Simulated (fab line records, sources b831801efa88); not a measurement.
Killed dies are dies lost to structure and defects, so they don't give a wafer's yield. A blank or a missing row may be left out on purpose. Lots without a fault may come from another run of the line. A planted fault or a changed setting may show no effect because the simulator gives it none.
Chamber matching | flow gf180mcu | GF_STI_ETCH_14 on rie_si-02: 4 sister chambers
The step etches Si in HBr/Cl2/O2, target depth 360 nm, time 102.9 s. 4 wafers are shown with their chamber, then 8 later ones without.

WAFERS WITH THEIR CHAMBER
wafer  | chamber | drypump_motor_current_A (A)
L448.6 | 1       | 6.3
L449.1 | 0       | 5.5
L449.5 | 2       | 6.1
L450.2 | 3       | 6.1

WAFERS WITHOUT THEIR CHAMBER
wafer  | drypump_motor_current_A (A)
L450.3 | 5.5
L450.4 | 6.2
L451.2 | 6.3
L451.3 | 6.2
L451.5 | 6.3
L457.3 | 5.5
L457.4 | 6.1
L457.6 | 5.5

WHICH CHAMBER EACH WENT THROUGH
wafer  | from the rows above          | in truth
L450.3 | 0                            | 0
L450.4 | can't be placed: 1 or 2 or 3 | 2
L451.2 | 1                            | 1
L451.3 | can't be placed: 1 or 2 or 3 | 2
L451.5 | 1                            | 1
L457.3 | 0                            | 0
L457.4 | can't be placed: 2 or 3      | 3
L457.6 | 0                            | 0
Placed correctly: 5 of 8. Can't be placed from these rows: 3 (the true chamber is among the candidates in 3). Placed wrongly: 0.
How it was worked out, from the rows above alone: a wafer's distance from a chamber is the root of the sum, over the readings, of the square of ((its reading less the chamber's mean) divided by the reading's scatter). The wafer belongs to the nearest chamber; if the next one is less than 2 further off, it can't be placed. A chamber's mean is the mean of its shown wafers. The scatter: with one shown wafer a chamber, the root of the mean of the squares of how far each hidden wafer lies from its nearest shown one.
